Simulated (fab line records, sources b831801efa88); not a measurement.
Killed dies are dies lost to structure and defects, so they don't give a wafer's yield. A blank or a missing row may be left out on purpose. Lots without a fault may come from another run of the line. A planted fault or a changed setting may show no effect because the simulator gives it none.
fab line records | flow sky130
record lots=6 wafers=18 last_day=50
route steps=708 shown METAL2@504 VIA2@507 PAD_OPEN@708
lots that met no fault: from a run of the same line without faults
start_h: hours from the record's first day to the start of the lot's first wafer shown | wait_h: hours since the lot's step before | " the same as in the row above | L1.1+2: a row that stands for several wafers | - no value, or no start given | * or withheld: withheld | < > ~ a bound
route shown NAME@n: a module of which the file shows steps, and the number in the route of the first | usual: mean/standard deviation of fault-free wafers | same: alike in all rows | chamber/n: place in a boat | sites: the reading at each site | _std_site: their standard deviation | _edge_site: outer sites' mean less inner sites' | radius_mm: how far each site lies from the wafer's centre | mask NAME#n: copy n | behind: the tool/chamber that last shaped the wafer | hold: why the lot was held/for how many hours/how that ended | device: the transistor (n, p or np) that didn't switch | end of line: the same wafers' tests at the end of the route | a step without rows: its recipe alone | killed: dies lost to structure and defects at the first sort, not the wafer's yield | map: a wafer's dies, x killed, . not, _ none there
set.NAME: the setting as run; set.NAME@STEP: as run at that earlier step | model.NAME: the simulator's own value behind a step, which no gauge read
lots at some steps of the route; a table a step, a row a wafer
services: from which hour (start_h, from the record's first day; less than 0 if before it) a tool's chamber was out of use, for how many hours, and why
## steps
# step SKY_METAL2_STRIP_21
# recipe chemistry=post_etch_residue_remover time_s=1200 temp_c=72.5
# step SKY_METAL2_CLEAN_22
# recipe chemistry=IPA time_s=180 temp_c=25
# step SKY_METAL2_CLEAN_23
# recipe chemistry=O3/DIW dry=n2_spin
# step SKY_VIA2_HDPCVD_00
# recipe material=SiO2 target_thk_nm=1180 sigma_open_frac=0.3 time_s=187.1 temp_c=400 sih4_flow_sccm=60 pressure_mtorr=6
# step SKY_VIA2_THK_MEAS_01
# recipe reads=SiO2_of_VIA2_HDPCVD_00
# usual VIA2_HDPCVD_THK=1119/14
# columns lot.wafer tool chamber start_h wait_h VIA2_HDPCVD_THK[nm]
L850.1 film_metro-01 - 823.43 0.1 1117
L850.4 " - " " 1113
L850.5 " - " " 1130
L857.2 film_metro-02 - 879.91 0.1 1091
L857.3 " - " " 1113
L857.5 " - " " 1084
L861.1 film_metro-03 - 914.58 0.1 1086
L861.4 " - " " 1089
L861.6 " - " " 1113
L862.1 film_metro-01 - 918.48 0.1 1107
L862.2 " - " " 1129
L862.5 " - " " 1109
L863.2 film_metro-01 - 929.43 0.1 1083
L863.3 " - " " 1122
L863.5 " - " " 1111
L872.1 film_metro-01 - 988.00 0.1 1118
L872.5 " - " " 1118
L872.6 " - " " 1120
# step SKY_VIA2_CMP_02
# recipe material=SiO2 down_force_psi=4 platen_rpm=60 pad_velocity_m_s=0.94248
# usual edge_zone_pressure_frac=1.000/0.0043 head_pressure_psi=3.999/0.0092 motor_current_A=12.5/1.3
# columns lot.wafer tool chamber start_h wait_h edge_zone_pressure_frac head_pressure_psi motor_current_A
L850.4 cmp-01 1 823.54 0.1 1.003 3.994 11.5
L850.1 " 3 " " 0.998 4.000 16.4
L850.5 " 1 " " 1.001 3.996 12.1
L857.2 cmp-01 1 880.01 0.1 0.997 4.015 11.3
L857.3 " 3 " " 0.996 3.990 16.9
L857.5 " 0 " " 1.004 3.992 11.8
L861.4 cmp-01 0 914.64 0.0 0.998 4.013 11.4
L861.1 " 3 " " 1.010 3.989 16.4
L861.6 " 0 " " 0.999 3.985 11.8
L862.2 cmp-02 0 918.54 0.0 0.994 4.006 11.6
L862.1 " 3 " " 0.995 3.986 12.4
L862.5 " 1 " " 1.001 4.007 11.9
L863.2 cmp-02 1 929.48 0.0 1.001 3.979 11.8
L863.3 " 2 " " 1.001 3.987 13.3
L863.5 " 2 " " 1.002 3.997 13.5
L872.1 cmp-02 1 988.11 0.1 1.002 4.026 11.9
L872.5 " 0 " " 1.001 4.008 12.6
L872.6 " 1 " " 0.996 4.006 11.5
# step SKY_VIA2_BOW_MEAS_03
# recipe mode=bow
# usual VIA2_BOW=85/6.8
# columns lot.wafer tool chamber start_h wait_h VIA2_BOW[um]
L850.1 film_metro-01 - 823.79 0.1 85
L850.4 " - " " 92
L850.5 " - " " 83
L857.2 film_metro-01 - 880.28 0.2 77
L857.3 " - " " 80
L857.5 " - " " 81
L861.1 film_metro-02 - 914.94 0.1 84
L861.4 " - " " 85
L861.6 " - " " 92
L862.1 film_metro-02 - 918.84 0.1 93
L862.2 " - " " 78
L862.5 " - " " 89
L863.2 film_metro-03 - 929.80 0.3 79
L863.3 " - " " 104
L863.5 " - " " 86
L872.1 film_metro-03 - 988.36 0.2 88
L872.5 " - " " 87
L872.6 " - " " 88
# step SKY_VIA2_DEHYDRATE_04
# recipe temp_c=200 time_s=60
# step SKY_VIA2_HMDS_05
# recipe prime_time_s=60 prime_temp_c=120
# step SKY_VIA2_COAT_06
# recipe resist=BARC temp_c=withheld time_s=withheld spin_rpm=2959 resist_thk_nm=60
# step SKY_VIA2_COAT_07
# recipe resist=KrF-thick spin_rpm=3000 resist_thk_nm=450
# step SKY_VIA2_SOFTBAKE_08
# recipe temp_c=100 time_s=90 resist=KrF-thick
# step SKY_VIA2_EXPOSE_09
# recipe mask_id=VIM2 na=0.8 source_shape=annular sigma_inner=0.55 sigma_outer=0.85 target_cd_nm=200 dose_mj=38
# same sigma_inner=0.55
# columns lot.wafer tool chamber start_h wait_h mask
L850.1+4+5 krf_scanner-02 0 836.90 - VIM2#0
L857.2+3+5 krf_scanner-01 0 893.28 - VIM2#0
L861.1+4+6 krf_scanner-01 0 927.27 - VIM2#0
L862.1+2+5 krf_scanner-02 0 931.35 - VIM2#0
L863.2+3+5 krf_scanner-02 0 942.49 - VIM2#0
L872.1+5+6 krf_scanner-01 0 999.19 - VIM2#0
# step SKY_VIA2_PEB_10
# recipe peb_temp_c=withheld peb_time_s=withheld resist=KrF-thick
# step SKY_VIA2_DEVELOP_11
# recipe develop_time_s=60 resist=KrF-thick dev_temp_c=21
# step SKY_VIA2_CD_MEAS_12
# recipe target_cd_nm=200
# usual cd_nm=200.4/1.5
# columns lot.wafer tool chamber start_h wait_h cd_nm
L850.1 cd_sem-02 - 849.16 - 198.8
L850.4 " - " " 198.1
L850.5 " - " " 198.1
L857.2 cd_sem-01 - 906.03 - 200.3
L857.3 " - " " 199.0
L857.5 " - " " 199.8
L861.1 cd_sem-01 - 940.27 - 199.5
L861.4 " - " " 199.0
L861.6 " - " " 198.3
L862.1 cd_sem-01 - 943.71 - 163.0
L862.2 " - " " 187.4
L862.5 " - " " 142.3
L863.2 cd_sem-01 - 954.24 - 183.4
L863.3 " - " " 167.8
L863.5 " - " " 177.3
L872.1 cd_sem-01 - 1011.07 - 200.3
L872.5 " - " " 199.6
L872.6 " - " " 201.0
# step SKY_VIA2_OVL_MEAS_13
# usual VIA2_OVL=8/5.1
# columns lot.wafer tool chamber start_h wait_h VIA2_OVL[nm]
L850.1 overlay-01 - 849.28 0.1 10
L850.4 " - " " 9
L850.5 " - " " 11
L857.2 overlay-02 - 906.14 0.1 3
L857.3 " - " " 3
L857.5 " - " " 2
L861.1 overlay-01 - 940.39 0.1 11
L861.4 " - " " 5
L861.6 " - " " 10
L862.1 overlay-01 - 943.83 0.1 8
L862.2 " - " " 7
L862.5 " - " " 2
L863.2 overlay-01 - 954.35 0.1 14
L863.3 " - " " 12
L863.5 " - " " 12
L872.1 overlay-02 - 1011.19 0.1 5
L872.5 " - " " 7
L872.6 " - " " 10
# step SKY_VIA2_ETCH_14
# recipe chemistry=N2/H2 target=BARC ion_energy_ev=200 source_w=500 bias_w=100 pressure_mtorr=30 n2_flow_sccm=100 h2_flow_sccm=200 stop_on=SiO2 time_s=45.9 target_depth_a=600
# usual drypump_motor_current_A=5.6/0.38 oes_product_au=0.858/0.0042 throttle_valve_pct=13.226/0.0091
# columns lot.wafer tool chamber start_h wait_h drypump_motor_current_A oes_product_au rf_hours_counter_h throttle_valve_pct model.VIA2.cd_nm
L850.1 rie_diel-04 3 849.32 0.0 5.9 0.859 4 13.242 199
L850.4 " 0 " " 5.5 0.859 17 13.216 198.6
L850.5 " 2 " " 6.0 0.860 - 13.218 197.5
L857.2 rie_diel-02 1 906.17 0.0 5.1 0.866 11 13.235 200.4
L857.3 " 0 " " 5.5 0.856 11 13.237 199.4
L857.5 " 2 " " 5.2 0.855 - 13.220 199
L861.1 rie_diel-04 0 940.42 0.0 5.5 0.861 19 13.221 200.6
L861.4 " 2 " " 6.0 0.855 - 13.224 198.3
L861.6 " 0 " " 5.5 0.854 - 13.217 200
L862.1 rie_diel-02 1 943.87 0.0 5.1 0.857 12 13.221 163.3
L862.2 " 0 " " 5.5 0.857 13 13.229 187.3
L862.5 " 0 " " 5.5 0.853 - 13.221 142.3
L863.2 rie_diel-02 2 954.38 0.0 5.2 0.866 20 13.235 183.1
L863.3 " 0 " " 5.5 0.855 13 13.229 167.8
L863.5 " 1 " " 5.0 0.864 - 13.225 177.7
L872.1 rie_diel-02 2 1011.22 0.0 5.2 0.854 22 13.239 198.8
L872.5 " 0 " " 5.5 0.860 - 13.231 199.6
L872.6 " 1 " " 5.1 0.862 - 13.230 201.4
# step SKY_VIA2_ETCH_15
# recipe target=SiO2 chemistry=C4F8/O2/Ar target_depth_nm=546 stop_on=TiN mask_material=KrF-thick source_w=1500 bias_w=1200 pressure_mtorr=40 c4f8_flow_sccm=withheld O2_flow_sccm=6 Ar_flow_sccm=300 time_s=84
# usual oes_product_au=0.939/0.0049
# columns lot.wafer tool chamber start_h wait_h oes_product_au rf_hours_counter_h model.VIA2.cd_nm
L850.1 rie_diel-04 3 849.36 0.0 0.937 4 199.3
L850.4 " 0 " " 0.942 17 198.2
L850.5 " 2 " " 0.937 - 200.4
L857.2 rie_diel-02 1 906.21 0.0 0.939 11 198.6
L857.3 " 0 " " 0.939 11 198.4
L857.5 " 2 " " 0.938 - 196.6
L861.1 rie_diel-04 0 940.46 0.0 0.944 19 198.6
L861.4 " 2 " " 0.930 - 203.9
L861.6 " 0 " " 0.940 - 196.6
L862.1 rie_diel-02 1 943.91 0.0 0.941 12 165.2
L862.2 " 0 " " 0.940 13 190.5
L862.5 " 0 " " 0.941 - 145.6
L863.2 rie_diel-02 2 954.42 0.0 0.937 20 181
L863.3 " 0 " " 0.949 13 172.3
L863.5 " 1 " " 0.932 - 180.2
L872.1 rie_diel-02 2 1011.26 0.0 0.940 22 197.3
L872.5 " 0 " " 0.933 - 200.2
L872.6 " 1 " " 0.945 - 200.4
# step SKY_VIA2_STRIP_16
# recipe chemistry=O2/N2 power_w=1400 pressure_mtorr=1500 platen_temp_c=withheld o2_flow_sccm=3000 n2_flow_sccm=300 overash_fraction=0.5
# usual drypump_motor_current_A=5.9/0.43 oes_product_au=0.399/0.0047 strip_time_to_endpoint_s=4.06/0.037
# columns lot.wafer tool chamber start_h wait_h drypump_motor_current_A oes_product_au rf_hours_counter_h strip_time_to_endpoint_s
L850.1 plasma_asher-02 0 849.42 0.0 5.8 0.405 42 4.04
L850.4 " 0 " " 5.9 0.400 - 4.10
L850.5 " 1 " " 5.1 0.406 - 4.10
L857.2 plasma_asher-02 1 906.27 0.0 5.1 0.397 48 4.03
L857.3 " 0 " " 5.9 0.397 - 4.09
L857.5 " 1 " " 5.1 0.392 - 4.03
L861.1 plasma_asher-03 0 940.53 0.0 6.2 0.399 21 4.11
L861.4 " 0 " " 6.2 0.402 - 4.11
L861.6 " 1 " " 6.2 0.403 - 4.08
L862.1 plasma_asher-03 1 943.97 0.0 6.2 0.394 22 4.02
L862.2 " 0 " " 6.2 0.401 22 4.08
L862.5 " 1 " " 6.2 0.405 - 4.11
L863.2 plasma_asher-02 0 954.48 0.0 5.9 0.401 53 4.02
L863.3 " 1 " " 5.1 0.398 - 4.10
L863.5 " 0 " " 5.9 0.397 - 3.99
L872.1 plasma_asher-02 0 1011.33 0.0 5.9 0.401 58 4.06
L872.5 " 0 " " 5.9 0.402 - 4.10
L872.6 " 1 " " 5.1 0.395 - 4.01
# step SKY_PAD_OPEN_PROBE_99
# usual defect_limited_yield=82.9/2 killed_at_M0_to_M3=43/7 killed_at_M4_up=3.0/1.9 killed_at_contacts=24/4.6 killed_at_front_end=15/4.1 killed_at_other=0.3/0.52 killed_dies=84/9.7 killed_on_rim=16/3.6 killed_open=46/6.9 killed_short=38/6.8 sort_bin_3_pad_short=0.8/0.41 sort_bin_5_function=10.2/1.5 sort_bin_6_memory=6.1/1.1 sort_n_pass=408/9.7 sort_yield_pct=82.9/2
# same gross_dies=492 killed_at_back_side=0 sort_bin_4_leakage[%]=0 sort_bin_8_speed[%]=0
# columns lot.wafer tool chamber start_h wait_h defect_limited_yield[%] killed_at_M0_to_M3 killed_at_M4_up killed_at_contacts killed_at_front_end killed_at_other killed_dies killed_on_rim killed_open killed_short sort_bin_3_pad_short[%] sort_bin_5_function[%] sort_bin_6_memory[%] sort_n_pass sort_yield_pct[%]
L850.1 prober-02 - 1075.81 0.1 82.9 38 2 25 19 0 84 13 53 30 0.2 11.2 5.7 408 82.9
L850.4 prober-02 - 1075.96 0.2 85.4 32 2 19 18 1 72 15 42 27 0.6 8.9 5.1 420 85.4
L850.5 prober-02 - 1076.01 0.2 83.1 38 4 27 14 0 83 13 50 32 0.4 10.6 5.9 409 83.1
L857.2 prober-01 - 1120.20 0.1 80.9 59 0 22 13 0 94 15 56 38 1.4 12.0 5.7 398 80.9
L857.3 prober-01 - 1120.25 0.2 81.7 53 2 18 17 0 90 24 55 35 0.4 12.2 5.7 402 81.7
L857.5 prober-01 - 1120.35 0.2 83.5 33 3 24 21 0 81 17 43 38 1.0 10.4 5.1 411 83.5
L861.1 prober-02 - 1145.68 0.1 82.5 43 2 26 13 2 86 16 40 44 0.8 11.2 5.5 406 82.5
L861.4 prober-02 - 1145.83 0.2 78.7 50 5 28 20 2 105 19 50 51 2.2 12.4 6.7 387 78.7
L861.6 prober-02 - 1145.93 0.2 82.1 43 1 24 19 1 88 13 53 34 0.6 11.2 6.1 404 82.1
L862.1 prober-01 - 1150.93 0.1 40.7 245 9 26 11 1 292 86 43 46 0.6 53.7 5.1 200 40.7
L862.2 prober-01 - 1150.98 0.1 79.5 51 5 33 12 0 101 20 45 56 1.0 12.4 7.1 391 79.5
L862.5 prober-01 - 1151.13 0.2 0.6 445 2 24 17 1 489 96 44 45 0.6 93.5 5.3 3 0.6
L863.2 prober-02 - 1157.38 0.1 79.9 53 3 28 15 0 99 22 56 39 0.6 12.2 7.3 393 79.9
L863.3 prober-02 - 1157.43 0.2 71.1 109 1 20 12 0 142 48 47 38 0.8 22.8 5.3 350 71.1
L863.5 prober-02 - 1157.53 0.2 79.7 49 3 33 15 0 100 18 55 42 1.4 12.0 6.9 392 79.7
L872.1 prober-01 - 1197.08 0.1 82.1 56 5 16 11 0 88 18 38 50 1.8 10.2 5.9 404 82.1
L872.5 prober-01 - 1197.28 0.2 79.1 54 2 25 21 1 103 17 61 42 0.8 12.0 8.1 389 79.1
L872.6 prober-01 - 1197.33 0.2 80.7 41 8 22 24 0 95 18 38 57 1.4 11.6 6.3 397 80.7
# killed by level:class
L850.1 VIA1:geometric_particle:open=12 LI_CONTACT:geometric_particle:open=9 VIA3:geometric_particle:open=7 CONTACT:geometric_particle:short=6 VIA2:geometric_particle:open=6 POLY_GATE:geometric_particle:open=5 CONTACT:geometric_particle:open=5 FIELD_ISO:geometric_particle:short=4
L850.4 CONTACT:geometric_particle:open=7 FIELD_ISO:geometric_particle:open=6 LI_CONTACT:geometric_particle:open=6 METAL1:geometric_particle:short=6 VIA1:geometric_particle:open=5 VIA3:geometric_particle:open=4 METAL2:geometric_particle:open=4 FIELD_ISO:geometric_particle:short=3
L850.5 VIA1:geometric_particle:open=11 CONTACT:geometric_particle:open=9 LI_CONTACT:geometric_particle:open=8 METAL2:geometric_particle:short=8 VIA3:geometric_particle:open=6 CONTACT:geometric_particle:short=5 FIELD_ISO:geometric_particle:short=4 POLY_GATE:geometric_particle:open=4
L857.2 VIA1:geometric_particle:open=15 VIA3:geometric_particle:open=12 CONTACT:geometric_particle:open=10 VIA2:geometric_particle:open=7 METAL1:geometric_particle:short=6 VIA3:geometric_particle:short=5 METAL2:geometric_particle:short=5 FIELD_ISO:geometric_particle:short=4
L857.3 VIA1:geometric_particle:open=19 VIA2:geometric_particle:open=11 FIELD_ISO:geometric_particle:short=6 VIA3:geometric_particle:open=5 LI_CONTACT:geometric_particle:open=5 CONTACT:geometric_particle:open=5 METAL2:geometric_particle:short=5 VIA3:geometric_particle:short=5
L857.5 CONTACT:geometric_particle:open=10 METAL2:geometric_particle:short=7 VIA1:geometric_particle:open=7 CONTACT:geometric_particle:short=7 FIELD_ISO:geometric_particle:open=5 FIELD_ISO:geometric_particle:short=5 VIA2:geometric_particle:open=4 SPACER:geometric_particle:open=4
L861.1 VIA2:geometric_particle:open=8 LI_CONTACT:geometric_particle:open=7 VIA1:geometric_particle:short=7 VIA1:geometric_particle:open=7 CONTACT:geometric_particle:open=6 METAL2:geometric_particle:short=6 POLY_GATE:geometric_particle:short=5 LOCAL_INTERCONNECT:geometric_particle:short=4
L861.4 VIA1:geometric_particle:open=12 LOCAL_INTERCONNECT:geometric_particle:short=9 METAL1:geometric_particle:short=9 VIA3:geometric_particle:open=8 CONTACT:geometric_particle:open=6 POLY_GATE:geometric_particle:short=5 VIA2:geometric_particle:open=5 METAL2:geometric_particle:short=5
L861.6 CONTACT:geometric_particle:open=10 VIA1:geometric_particle:open=10 FIELD_ISO:geometric_particle:open=8 METAL2:geometric_particle:short=6 LI_CONTACT:geometric_particle:open=5 LOCAL_INTERCONNECT:geometric_particle:short=5 VIA2:geometric_particle:open=5 VIA3:geometric_particle:open=5
L862.1 VIA2:area_expose=202 VIA1:geometric_particle:open=11 METAL2:geometric_particle:short=8 METAL4:geometric_particle:short=7 LOCAL_INTERCONNECT:geometric_particle:short=7 CONTACT:geometric_particle:short=7 VIA2:geometric_particle:open=6 LI_CONTACT:geometric_particle:open=5
L862.2 METAL2:geometric_particle:short=9 CONTACT:geometric_particle:short=9 VIA2:geometric_particle:open=8 LI_CONTACT:geometric_particle:open=7 CONTACT:geometric_particle:open=7 VIA3:geometric_particle:open=7 VIA1:geometric_particle:open=7 VIA2:geometric_particle:short=7
L862.5 VIA2:area_expose=399 VIA1:geometric_particle:short=14 LI_CONTACT:geometric_particle:open=10 VIA2:geometric_particle:open=8 VIA1:geometric_particle:open=7 FIELD_ISO:geometric_particle:open=6 METAL2:geometric_particle:short=6 CONTACT:geometric_particle:open=5
L863.2 VIA1:geometric_particle:open=13 CONTACT:geometric_particle:open=11 VIA2:geometric_particle:open=8 METAL2:geometric_particle:short=8 FIELD_ISO:geometric_particle:short=4 POLY_GATE:geometric_particle:short=4 CONTACT:geometric_particle:short=4 LI_CONTACT:geometric_particle:open=4
L863.3 VIA2:area_expose=57 VIA1:geometric_particle:open=15 VIA3:geometric_particle:open=11 METAL3:geometric_particle:short=6 LOCAL_INTERCONNECT:geometric_particle:short=5 METAL1:geometric_particle:short=5 VIA2:geometric_particle:open=5 LI_CONTACT:geometric_particle:short=4
L863.5 CONTACT:geometric_particle:open=17 METAL2:geometric_particle:short=11 VIA1:geometric_particle:open=9 LI_CONTACT:geometric_particle:open=8 METAL3:geometric_particle:short=6 POLY_GATE:geometric_particle:open=5 LI_CONTACT:geometric_particle:short=4 POLY_GATE:geometric_particle:short=4
L872.1 METAL2:geometric_particle:short=11 VIA1:geometric_particle:short=10 VIA2:geometric_particle:open=10 VIA1:geometric_particle:open=8 CONTACT:geometric_particle:open=5 FIELD_ISO:geometric_particle:short=4 LOCAL_INTERCONNECT:geometric_particle:short=4 VIA2:geometric_particle:short=4
L872.5 CONTACT:geometric_particle:open=11 VIA1:geometric_particle:open=11 VIA3:geometric_particle:open=10 METAL2:geometric_particle:short=8 LI_CONTACT:geometric_particle:open=6 VIA1:geometric_particle:short=6 METAL1:geometric_particle:short=6 POLY_GATE:geometric_particle:open=5
L872.6 METAL1:geometric_particle:short=8 FIELD_ISO:geometric_particle:short=7 POLY_GATE:geometric_particle:short=7 METAL4:geometric_particle:short=7 METAL2:geometric_particle:short=6 CONTACT:geometric_particle:open=6 VIA1:geometric_particle:short=6 VIA1:geometric_particle:open=6
# map L862.5 (x killed, . not)
__________xxxxxxxxxx_________
________xxxxxxxxxxxxxx_______
______xxxxxxxxxxxxxxxxxx_____
_____xxxxxxxxxxxxxxxxxxxx____
____xxxxxxxxxxxxxxxxxxxxxx___
___xxxxxxxxxxxxxxxxxxxxxxxx__
__xxxxxxxxxxxxxxxxxxxxxxxxxx_
_xxxxxxxxxxxxxxxxxxxxxxxxxxxx
_xxxxxxxxxxxxxxx.xxxxxxxxxxxx
_xxxxxxxxxxx.xxxxxxxxxxxxxxxx
_xxxxxxxxxxxxxxxxxxxxxxxxxxxx
_xxxxxxxxxxxxxx.xxxxxxxxxxxxx
_xxxxxxxxxxxxxxxxxxxxxxxxxxxx
_xxxxxxxxxxxxxxxxxxxxxxxxxxxx
_xxxxxxxxxxxxxxxxxxxxxxxxxxxx
__xxxxxxxxxxxxxxxxxxxxxxxxxx_
___xxxxxxxxxxxxxxxxxxxxxxxx__
____xxxxxxxxxxxxxxxxxxxxxx___
_____xxxxxxxxxxxxxxxxxxxx____
______xxxxxxxxxxxxxxxxxx_____
________xxxxxxxxxxxxxx_______
__________xxxxxxxxxx_________
# map L863.3 (x killed, . not)
__________.x.x.x..x._________
________x..x.x..x...x._______
______xx.x.xx.xx.......x_____
_____xxx.xx...........xx.____
____..xx..............x..x___
___....x.....x...x.....x..x__
__..x.xxx....xx..........xxx_
_x.x..................x....x.
_..x.........x..x........x..x
_x.x......x...x.....x.....x.x
_..x.x...x.............x..x.x
_x...x...x...x........x..x..x
_.x.....................x.xx.
_.x.xx..x............x.x..x.x
_..x.x.x..x...x...xxx.......x
__.......xx.........x......x_
___x..xxx.x...x..x....x...x__
____xxx..x.............x.x___
_____xxx......x...x..xxxx____
______x.xx.x..xxx....x.._____
________x.xxxx...xxxxx_______
__________.xx.x....x_________
## services
# columns tool chamber start_h hours kind
cmp-01 - 805.19 6.2 pm
rie_diel-04 - 808.48 0.1 repair
rie_diel-04 2 817.88 3.1 repair
rie_diel-04 1 830.27 5.6 repair
cmp-01 - 844.32 9.9 repair
krf_scanner-02 - 846.32 7.5 repair
krf_scanner-02 - 852.08 0.3 repair
rie_diel-04 - 853.79 0.7 repair
krf_scanner-02 - 860.46 1.3 repair
krf_scanner-01 - 861.75 1.3 pm
krf_scanner-02 - 876.64 0.7 repair
krf_scanner-01 - 880.12 0.8 pm
rie_diel-04 3 890.81 4.7 repair
cmp-02 - 894.87 0.9 repair
rie_diel-02 1 909.36 8.2 repair
krf_scanner-02 - 913.50 0.8 pm
krf_scanner-02 - 914.25 1.0 pm
krf_scanner-01 - 915.25 1.0 pm
krf_scanner-02 - 916.25 1.3 pm
rie_diel-04 1 940.00 5.6 repair
rie_diel-02 3 975.16 3.4 repair
rie_diel-04 3 986.26 12.3 repair
rie_diel-02 - 998.45 2.8 pm
rie_diel-04 2 1007.67 28.8 repair
## key
first_sign step=SKY_VIA2_CD_MEAS_12 reading=cd_nm direction=down sigmas=20 usual=200.4 struck=170.2
effect step=SKY_PAD_OPEN_PROBE_99 reading=killed_at_M0_to_M3 direction=up sigmas=17 usual=43 struck=159 wafers_moved=3
model_effect step=SKY_VIA2_ETCH_14 value=VIA2.cd_nm without=202 struck=170.3
model_effect step=SKY_VIA2_ETCH_15 value=VIA2.cd_nm without=204.2 struck=172.5
more_kills_born_at SKY_VIA2_EXPOSE_09@krf_scanner-02=665
met_at SKY_VIA2_EXPOSE_09
struck_wafers L862.1,L862.2,L862.5,L863.2,L863.3,L863.5
later_rows_left_out L862.5
onset_between 836.90 931.35
fault kind=process_parameter_drift tool=krf_scanner-02 chamber=- onset_h=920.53 steps=SKY_VIA2_EXPOSE_09 channel=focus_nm offset=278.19 spread_by_wafer=0.3 shape=step end_h=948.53
# later_rows_left_out: the simulator's readings of these wafers behind a module that went badly wrong aren't trusted and aren't shown, but for the sort
